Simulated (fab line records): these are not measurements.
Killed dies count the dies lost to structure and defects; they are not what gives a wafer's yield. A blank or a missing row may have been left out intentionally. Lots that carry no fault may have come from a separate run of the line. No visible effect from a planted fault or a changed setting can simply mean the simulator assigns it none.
The tool behind it: which one?	flow gf180mcu	11 lots with 33 wafers sampled at 5 steps, on a route of 602 steps

## WHAT EACH GAUGE READ, for each wafer
GF_V2_OVL_MEAS_15.
lot	measured	on	V2_OVL (nm)
L948	day 20 16:43	overlay-01	-4 -3 0
L953	day 22 14:04	overlay-02	-12 -9 -4
L954	day 23 02:28	overlay-02	-2 -5 -5
L957	day 24 01:07	overlay-01	-16 -10 -6
L958	day 24 07:54	overlay-01	0 -5 2
L959	day 24 16:06	overlay-01	-7 2 2
L960	day 24 22:52	overlay-02	11 5 4
L961	day 25 04:43	overlay-02	6 7 -5
L962	day 25 13:54	overlay-02	12 0 -4
L964	day 26 06:57	overlay-02	1 7 -4
L970	day 27 21:51	overlay-02	-6 -8 5

GF_V2_RS_MEAS_24: uses a four-point probe to measure.
lot	measured	on	V2_W_RS (ohm/sq)
L948	day 20 17:39	film_metro-04	0.322 0.325 0.329
L953	day 22 15:02	film_metro-03	0.330 0.327 0.330
L954	day 23 03:28	film_metro-01	0.324 0.319 0.325
L957	day 24 02:04	film_metro-04	0.328 0.331 0.326
L958	day 24 08:49	film_metro-01	0.328 0.323 0.324
L959	day 24 17:01	film_metro-03	0.330 0.329 0.326
L960	day 24 23:50	film_metro-03	0.414 0.415 0.417
L961	day 25 05:38	film_metro-01	0.325 0.323 0.323
L962	day 25 14:49	film_metro-03	0.415 0.421 0.421
L964	day 26 07:52	film_metro-01	0.331 0.326 0.332
L970	day 27 22:46	film_metro-04	0.329 0.329 0.327

GF_V2_THK_MEAS_25: measures by xrf.
lot	measured	on	V2_W_THK (nm)
L948	day 20 17:46	film_metro-04	361 357 353
L953	day 22 15:08	film_metro-03	353 357 353
L954	day 23 03:34	film_metro-01	360 361 358
L957	day 24 02:10	film_metro-04	356 354 358
L958	day 24 08:56	film_metro-01	358 362 362
L959	day 24 17:08	film_metro-03	354 355 359
L960	day 24 23:55	film_metro-03	281 282 280
L961	day 25 05:45	film_metro-01	362 362 363
L962	day 25 14:56	film_metro-03	282 278 277
L964	day 26 07:59	film_metro-01	356 363 352
L970	day 27 22:53	film_metro-04	357 360 362

## WHICH TOOL RAN EACH LOT (tool, then ch and the chambers of the sampled wafers, then the start)
lot	GF_V2_STRIP_18	GF_V2_CVD_23
L948	plasma_asher-02 ch 0,1, day 20 16:53	cvd_w-02 ch 0,1, day 20 17:32
L953	plasma_asher-04 ch 0, day 22 14:13	cvd_w-02 ch 0, day 22 14:53
L954	plasma_asher-03 ch 0,1, day 23 02:39	cvd_w-02 ch 0,1, day 23 03:21
L957	plasma_asher-02 ch 0,1, day 24 01:18	cvd_w-02 ch 0,1, day 24 01:57
L958	plasma_asher-02 ch 0,1, day 24 08:04	cvd_w-02 ch 0,1, day 24 08:42
L959	plasma_asher-04 ch 0,1, day 24 16:16	cvd_w-02 ch 0,1, day 24 16:54
L960	plasma_asher-04 ch 0,1, day 24 23:03	cvd_w-02 ch 0,1, day 24 23:42
L961	plasma_asher-03 ch 0,1, day 25 04:52	cvd_w-01 ch 0,1, day 25 05:31
L962	plasma_asher-02 ch 0,1, day 25 14:04	cvd_w-02 ch 0,1, day 25 14:42
L964	plasma_asher-04 ch 0,1, day 26 07:07	cvd_w-01 ch 0,1, day 26 07:45
L970	plasma_asher-02 ch 0,1, day 27 22:01	cvd_w-02 ch 0,1, day 27 22:39
- GF_V2_STRIP_18: strips in O2/N2.
- GF_V2_CVD_23: deposits W, target thk 350 nm, time 104.94 s.

## WHAT THE TOOLS THEMSELVES READ (means of the sampled wafers that have a number; where no wafer has one, the mark that the record gives instead)
GF_V2_STRIP_18.
lot	tool	drypump_motor_current_A (A)	heater_power_w (W)	oes_product_au (a.u.)
L948	plasma_asher-02	6.3	309	0.594
L953	plasma_asher-04	5.8	330	0.587
L954	plasma_asher-03	5.2	312	0.594
L957	plasma_asher-02	6.2	308	0.594
L958	plasma_asher-02	6.3	311	0.593
L959	plasma_asher-04	5.9	320	0.593
L960	plasma_asher-04	5.9	325	0.594
L961	plasma_asher-03	5.3	321	0.593
L962	plasma_asher-02	6.2	314	0.591
L964	plasma_asher-04	5.8	323	0.593
L970	plasma_asher-02	5.9	310	0.594

GF_V2_CVD_23.
lot	tool	chamber_pressure_Torr (Torr)	heater_power_w (W)	susceptor_temp_C (C)
L948	cvd_w-02	40.07	863	399.86
L953	cvd_w-02	39.98	798	399.81
L954	cvd_w-02	40.00	865	400.02
L957	cvd_w-02	39.94	870	400.10
L958	cvd_w-02	40.04	864	400.08
L959	cvd_w-02	39.94	837	400.17
L960	cvd_w-02	39.96	765	386.69
L961	cvd_w-01	39.96	878	400.13
L962	cvd_w-02	40.09	764	386.82
L964	cvd_w-01	39.99	895	400.03
L970	cvd_w-02	39.90	823	399.90

## THE ANSWER, worked out from the rows above alone
Rule: the lots themselves supply what counts as usual. The widest of any qualifying gaps counts: lots, ordered by their means at a reading, are off when they make up no more than a third of the lots, leave a main group of 4 or more, and stand apart from it by 3 or more times the standard deviation of that group's means. A main group whose means are all the same, to the digits that the tables above print for the reading, isn't used. A lot without any number at a reading at which 4 lots or more have one is off too. Where the step has rows for the other lots, those lots are counted as sound. Order of review: gauges by route order, followed by the tools' own readings, for which a lot's mean as printed above is used. The first step at which some lot is off is used, and at that step the reading that is off furthest; a lot without a number counts as furthest.
Off: at GF_V2_RS_MEAS_24 (V2_W_RS), L960, L962. For the main group the mean is 0.327 ohm/sq and the standard deviation 0.0024.
A tool fits if, at a process step before that reading, it ran every lot that is off, and no sound lot after the first of them. Not tried: the gauges at GF_V2_RS_MEAS_24; whatever is off there is also off at GF_V2_CVD_23, on other tools, and gauge error can't account for it. None of those tried fits.

## WHAT THE SIMULATOR HAD INSERTED
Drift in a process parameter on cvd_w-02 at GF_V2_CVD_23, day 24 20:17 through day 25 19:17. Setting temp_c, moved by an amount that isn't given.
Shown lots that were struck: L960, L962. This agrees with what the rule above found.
